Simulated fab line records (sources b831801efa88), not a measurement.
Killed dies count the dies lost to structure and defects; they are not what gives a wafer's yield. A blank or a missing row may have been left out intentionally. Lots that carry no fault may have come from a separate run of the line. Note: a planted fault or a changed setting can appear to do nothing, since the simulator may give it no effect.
Tool commonality check :: flow sky130 :: 12 lots, 36 wafers sampled

== REASON IT WAS OPENED ==
SKY_VT_ADJUST_NCORE_TW_MEAS_11, reading VT_ADJUST_NCORE_TW: flagged on 2 of 12 lots. No-fault wafers: 216.8, standard deviation 1.8.
Rule: a lot is flagged when every wafer of it that has a number lies more than 4 standard deviations from that mean, or none has a number. The rest of the lots are taken to be sound.

lot: L210
measured: day 8 23:19
on: film metro-03
VT_ADJUST_NCORE_TW, wafer by wafer: 214.4 214.5 215.2
flag: 

lot: L212
measured: day 9 08:47
on: film metro-01
VT_ADJUST_NCORE_TW, wafer by wafer: 217.9 218.2 217.1
flag: 

lot: L214
measured: day 9 18:44
on: film metro-02
VT_ADJUST_NCORE_TW, wafer by wafer: 217.8 214.1 216.7
flag: 

lot: L217
measured: day 10 15:16
on: film metro-03
VT_ADJUST_NCORE_TW, wafer by wafer: 213.4 214.3 213.5
flag: 

lot: L220
measured: day 11 09:35
on: film metro-01
VT_ADJUST_NCORE_TW, wafer by wafer: 154.3 152.9 155.4
flag: FLAGGED

lot: L221
measured: day 11 17:23
on: film metro-02
VT_ADJUST_NCORE_TW, wafer by wafer: 152.2 153.2 154.2
flag: FLAGGED

lot: L226
measured: day 13 05:20
on: film metro-02
VT_ADJUST_NCORE_TW, wafer by wafer: 217.0 218.6 218.2
flag: 

lot: L227
measured: day 13 13:11
on: film metro-02
VT_ADJUST_NCORE_TW, wafer by wafer: 217.4 218.4 217.8
flag: 

lot: L230
measured: day 14 12:33
on: film metro-02
VT_ADJUST_NCORE_TW, wafer by wafer: 217.4 219.7 218.2
flag: 

lot: L231
measured: day 14 16:28
on: film metro-01
VT_ADJUST_NCORE_TW, wafer by wafer: 218.0 219.6 219.5
flag: 

lot: L232
measured: day 15 02:50
on: film metro-02
VT_ADJUST_NCORE_TW, wafer by wafer: 217.6 218.3 218.7
flag: 

lot: L233
measured: day 15 10:34
on: film metro-03
VT_ADJUST_NCORE_TW, wafer by wafer: 213.1 214.7 213.9
flag: 
The mean of the flagged lots' numbers is 153.7, -63.1 from the usual (-35 standard deviations).

== EACH LOT AND THE TOOL IT RAN ON ==
Before the reading, the record contains 2 process steps out of a 708-step route. Cell contents, in order: the tool; ch with the chambers the sampled wafers went through; the start.
lot: L210
flag: 
SKY_NWELL_STRIP_25: plasma asher-03 ch 0,1, day 5 14:54
SKY_VT_ADJUST_NCORE_IMPLANT_09: implanter-04 ch 0, day 8 23:04

lot: L212
flag: 
SKY_NWELL_STRIP_25: plasma asher-03 ch 0, day 5 23:07
SKY_VT_ADJUST_NCORE_IMPLANT_09: implanter-03 ch 0, day 9 08:33

lot: L214
flag: 
SKY_NWELL_STRIP_25: plasma asher-01 ch 0,1, day 6 08:16
SKY_VT_ADJUST_NCORE_IMPLANT_09: implanter-04 ch 0, day 9 18:30

lot: L217
flag: 
SKY_NWELL_STRIP_25: plasma asher-01 ch 0,1, day 7 03:00
SKY_VT_ADJUST_NCORE_IMPLANT_09: implanter-03 ch 0, day 10 15:01

lot: L220
flag: FLAGGED
SKY_NWELL_STRIP_25: plasma asher-03 ch 0,1, day 7 18:53
SKY_VT_ADJUST_NCORE_IMPLANT_09: implanter-04 ch 0, day 11 09:22

lot: L221
flag: FLAGGED
SKY_NWELL_STRIP_25: plasma asher-04 ch 0,1, day 8 00:59
SKY_VT_ADJUST_NCORE_IMPLANT_09: implanter-04 ch 0, day 11 17:10

lot: L226
flag: 
SKY_NWELL_STRIP_25: plasma asher-04 ch 0,1, day 9 07:58
SKY_VT_ADJUST_NCORE_IMPLANT_09: implanter-03 ch 0, day 13 05:06

lot: L227
flag: 
SKY_NWELL_STRIP_25: plasma asher-01 ch 0,1, day 9 14:38
SKY_VT_ADJUST_NCORE_IMPLANT_09: implanter-03 ch 0, day 13 12:58

lot: L230
flag: 
SKY_NWELL_STRIP_25: plasma asher-01 ch 1, day 10 09:48
SKY_VT_ADJUST_NCORE_IMPLANT_09: implanter-04 ch 0, day 14 12:18

lot: L231
flag: 
SKY_NWELL_STRIP_25: plasma asher-04 ch 0,1, day 10 14:16
SKY_VT_ADJUST_NCORE_IMPLANT_09: implanter-04 ch 0, day 14 16:13

lot: L232
flag: 
SKY_NWELL_STRIP_25: plasma asher-03 ch 0,1, day 10 22:19
SKY_VT_ADJUST_NCORE_IMPLANT_09: implanter-04 ch 0, day 15 02:33

lot: L233
flag: 
SKY_NWELL_STRIP_25: plasma asher-01 ch 0,1, day 11 05:07
SKY_VT_ADJUST_NCORE_IMPLANT_09: implanter-01 ch 0, day 15 10:19
What the steps here do:
- SKY_NWELL_STRIP_25: strips in O2/N2.
- SKY_VT_ADJUST_NCORE_IMPLANT_09
- SKY_VT_ADJUST_NCORE_TW_MEAS_11

== FLAGGED AGAINST TOTAL, ONE TOOL AT A TIME (gauges that did the reading follow at the end) ==
step: SKY_NWELL_STRIP_25
tool: plasma asher-01
lots run: 5
flagged: 0
share of the flagged lots: none
sound lots run after its first flagged lot: -

step: SKY_NWELL_STRIP_25
tool: plasma asher-03
lots run: 4
flagged: 1
share of the flagged lots: some
sound lots run after its first flagged lot: 1 (L232)

step: SKY_NWELL_STRIP_25
tool: plasma asher-04
lots run: 3
flagged: 1
share of the flagged lots: some
sound lots run after its first flagged lot: 2 (L226,L231)

step: SKY_VT_ADJUST_NCORE_IMPLANT_09
tool: implanter-01
lots run: 1
flagged: 0
share of the flagged lots: none
sound lots run after its first flagged lot: -

step: SKY_VT_ADJUST_NCORE_IMPLANT_09
tool: implanter-03
lots run: 4
flagged: 0
share of the flagged lots: none
sound lots run after its first flagged lot: -

step: SKY_VT_ADJUST_NCORE_IMPLANT_09
tool: implanter-04
lots run: 7
flagged: 2
share of the flagged lots: all
sound lots run after its first flagged lot: 3 (L230,L231,L232)

step: SKY_VT_ADJUST_NCORE_TW_MEAS_11
tool: film metro-01
lots run: 3
flagged: 1
share of the flagged lots: some
sound lots run after its first flagged lot: 1 (L231)

step: SKY_VT_ADJUST_NCORE_TW_MEAS_11
tool: film metro-02
lots run: 6
flagged: 1
share of the flagged lots: some
sound lots run after its first flagged lot: 4 (L226,L227,L230,L232)

step: SKY_VT_ADJUST_NCORE_TW_MEAS_11
tool: film metro-03
lots run: 3
flagged: 0
share of the flagged lots: none
sound lots run after its first flagged lot: -

== WHAT THE TABLE ALLOWS ==
Rows of the table that ran each flagged lot: 1, that is implanter-04 at SKY_VT_ADJUST_NCORE_IMPLANT_09.
- implanter-04 at SKY_VT_ADJUST_NCORE_IMPLANT_09: 2 of its 7 lots flagged. Lots that were sound ran on it after the first flagged one (L230, L231, L232); a persistent fault on the entire tool would not allow that. Its own readings lie more than 4 standard deviations out on every wafer of the flagged lots: dose ions cm2, faraday current uA.
No row of the table ran every flagged lot and no sound lot after the first.

== WHAT THE SIMULATOR PUT IN ==
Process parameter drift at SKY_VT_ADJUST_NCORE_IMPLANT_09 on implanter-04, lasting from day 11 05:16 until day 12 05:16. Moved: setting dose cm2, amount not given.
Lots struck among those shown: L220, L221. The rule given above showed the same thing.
